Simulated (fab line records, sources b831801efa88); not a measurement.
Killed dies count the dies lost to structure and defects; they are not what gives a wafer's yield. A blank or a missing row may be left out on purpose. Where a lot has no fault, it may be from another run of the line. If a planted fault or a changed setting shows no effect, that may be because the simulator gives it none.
Tool commonality check ; flow gf180mcu ; 13 lots, 39 wafers sampled

REASON IT WAS OPENED
2 of 13 lots carry a flag on the reading HV_LDD_CVD_56_THK at GF_HV_LDD_THK_MEAS_57. Fault-free wafers read 90.1 nm, with a standard deviation of 0.86.
Rule: a lot gets a flag if all its wafers with a number sit over 4 standard deviations from that mean, or if no wafer of it has a number. The rest of the lots are taken to be sound.

lot;measured;on;HV_LDD_CVD_56_THK (nm), wafer by wafer;flag
L722;day 13 09:32;film metro-04;90.5 88.8 90.1;
L724;day 14 02:02;film metro-04;90.2 89.8 90.1;
L725;day 14 06:26;film metro-03;90.2 89.6 90.4;
L726;day 14 11:22;film metro-04;89.8 89.7 90.1;
L730;day 15 23:59;film metro-01;89.1 89.5 88.8;
L731;day 16 05:26;film metro-03;89.6 89.8 88.8;
L732;day 16 12:45;film metro-03;90.9 91.5 91.2;
L733;day 16 21:52;film metro-04;82.4 83.5 83.6;FLAGGED
L735;day 17 12:31;film metro-04;84.0 84.6 84.6;FLAGGED
L737;day 18 10:53;film metro-04;90.6 91.1 91.4;
L741;day 19 21:06;film metro-03;89.1 90.0 89.5;
L742;day 20 00:13;film metro-01;91.0 90.1 91.3;
L743;day 20 07:01;film metro-04;90.4 90.8 90.9;
The numbers of the flagged lots are 83.8 nm on average: -6.3 nm against the usual, or -7 standard deviations.

WHICH TOOL EACH LOT WENT THROUGH
The record holds 1 process step before the reading, out of a route of 602 steps. Each cell gives the tool, then ch followed by the chambers the sampled wafers passed through, then the start.
lot;flag;GF_HV_LDD_CVD_56
L722;;lpcvd-01 ch 0, day 13 07:23
L724;;lpcvd-02 ch 0, day 14 00:35
L725;;lpcvd-02 ch 0, day 14 04:59
L726;;lpcvd-01 ch 1, day 14 09:57
L730;;lpcvd-02 ch 1, day 15 22:34
L731;;lpcvd-01 ch 0, day 16 04:00
L732;;lpcvd-01 ch 0, day 16 11:19
L733;FLAGGED;lpcvd-01 ch 1, day 16 20:25
L735;FLAGGED;lpcvd-01 ch 1, day 17 11:05
L737;;lpcvd-02 ch 0, day 18 09:28
L741;;lpcvd-01 ch 1, day 19 19:39
L742;;lpcvd-02 ch 0, day 19 22:46
L743;;lpcvd-02 ch 1, day 20 05:34
What these steps do:
- GF_HV_LDD_CVD_56: deposits Si3N4 from DCS/NH3, target thk 90 nm, time 1543 s.
- GF_HV_LDD_THK_MEAS_57

FLAGGED OVER TOTAL, TOOL BY TOOL (the gauges that took the reading come last)
step;tool;lots run;flagged;share of the flagged lots;sound lots run after its first flagged lot
GF_HV_LDD_CVD_56;lpcvd-01;7;2;all;1 (L741)
GF_HV_LDD_CVD_56;lpcvd-02;6;0;none;-
GF_HV_LDD_THK_MEAS_57;film metro-01;2;0;none;-
GF_HV_LDD_THK_MEAS_57;film metro-03;4;0;none;-
GF_HV_LDD_THK_MEAS_57;film metro-04;7;2;all;2 (L737,L743)

THE TABLE: WHAT IT ALLOWS
Rows of the table that ran all the flagged lots, 2 in number: lpcvd-01 at GF_HV_LDD_CVD_56; film metro-04 at GF_HV_LDD_THK_MEAS_57.
- lpcvd-01 at GF_HV_LDD_CVD_56: 2 of its 7 lots flagged. Sound lots followed the first flagged one (L741) on it, something a lasting fault affecting the whole tool could not allow.
- film metro-04 at GF_HV_LDD_THK_MEAS_57: 2 of its 7 lots flagged. Sound lots followed the first flagged one (L737, L743) on it, something a lasting fault affecting the whole tool could not allow.
There is no row in the table that ran each flagged lot and no sound lot after the first.

WHAT THE SIMULATOR HAD PUT IN
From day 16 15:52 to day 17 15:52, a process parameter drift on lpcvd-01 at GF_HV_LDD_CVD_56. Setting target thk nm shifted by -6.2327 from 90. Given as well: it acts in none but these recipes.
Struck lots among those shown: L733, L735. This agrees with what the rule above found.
